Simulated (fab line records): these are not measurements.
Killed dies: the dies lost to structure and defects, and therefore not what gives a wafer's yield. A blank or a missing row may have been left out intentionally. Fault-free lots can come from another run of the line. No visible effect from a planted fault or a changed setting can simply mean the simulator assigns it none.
A struck lot beside a sound one -- flow sky130 -- 14 steps out of a route of 708
Sound: these wafers, L396.1, L396.2, L396.4. Wafers struck: L401.2, L401.4, L401.6. The cause comes at the end.
Per side, at each step with rows, come the tool, then ch with its chambers, and then its first start. Under that, the readings that differ: sound wafers -- struck wafers -- difference of the means -- sigmas: that difference in standard deviations of wafers without a fault.
alike: a reading whose means differ by less than 2 such deviations, as well as words and numbers matching on both sides. not compared: withheld readings; readings where some wafer has no value; bounds like >300 that might hide an equal value; numbers whose values overlap and for which the record gives no deviation.
A row with sigmas, a row that says differs or no value, or rows on one side alone: a step with any of these is where the two part. Numbers that have no deviation but don't overlap get no sigmas and don't part them. A reading missing from all wafers of one side parts the sides only when that side holds two or more wafers.

SKY_METAL5_SPUTTER_01: material TiN, target thk 20 nm, time 16.7 s.
  sound on pvd sputter-01, day 45 04:55; struck on pvd sputter-02, day 46 12:52
  alike: cathode dc power W, throttle valve pct
SKY_METAL5_SPUTTER_02: material AlCu, target thk 1150 nm, time 61.2 s.
  sound on pvd sputter-01, day 45 04:56; struck on pvd sputter-02, day 46 12:54
  alike: cathode dc power W, throttle valve pct
SKY_METAL5_SPUTTER_03: material Ti, target thk 5 nm, time 3.3 s.
  sound on pvd sputter-01, day 45 04:59; struck on pvd sputter-02, day 46 12:57
  alike: cathode dc power W, throttle valve pct
SKY_METAL5_SPUTTER_04: material TiN, target thk 70 nm, time 58.3 s.
  sound on pvd sputter-01, day 45 05:00; struck on pvd sputter-02, day 46 12:58
  alike: cathode dc power W, throttle valve pct
SKY_METAL5_RS_MEAS_05: measurement is done with a four-point probe.
  sound on film metro-03, day 45 05:03; struck on film metro-02, day 46 13:02
  alike: METAL5_ALCU_RS
SKY_METAL5_THK_MEAS_06: measures by xrf.
  sound on film metro-03, day 45 05:10; struck on film metro-02, day 46 13:08
  alike: METAL5_ALCU_THK
then, 6 steps without rows for these wafers: SKY_METAL5_DEHYDRATE_07 (time 60 s); SKY_METAL5_HMDS_08 (prime time 60 s); SKY_METAL5_COAT_09 (resist thk 1800 nm); SKY_METAL5_SOFTBAKE_10 (time 60 s); SKY_METAL5_EXPOSE_11 (exposes mask MM5, target cd 1600 nm); SKY_METAL5_PEB_12.
SKY_METAL5_DEVELOP_13: develop time 60 s.
  sound on litho track-03 ch 0, day 46 01:17; struck on litho track-03, day 47 08:55
  no value came back on the struck wafers for chill plate temp C (C), develop time s (s); on the sound wafers chill plate temp C (C) reads 23.03 22.89 22.93
SKY_METAL5_DESCUM_14: chemistry O2, time 11 s.
  sound on rie metal-03 ch 0,1, day 46 01:26; struck on rie metal-02 ch 1, day 47 09:02
reading,sound,struck,difference,sigmas
oes product au (a.u.),1.021 1.005 1.025,0.985 0.979 0.980,-0.036,-3
  alike: chamber pressure mTorr, drypump motor current A
  not compared: rf hours counter h

WHERE THEY PART
First at SKY_METAL5_DEVELOP_13; last, within this record, at SKY_METAL5_DESCUM_14.

WHY: what had been put in by the simulator
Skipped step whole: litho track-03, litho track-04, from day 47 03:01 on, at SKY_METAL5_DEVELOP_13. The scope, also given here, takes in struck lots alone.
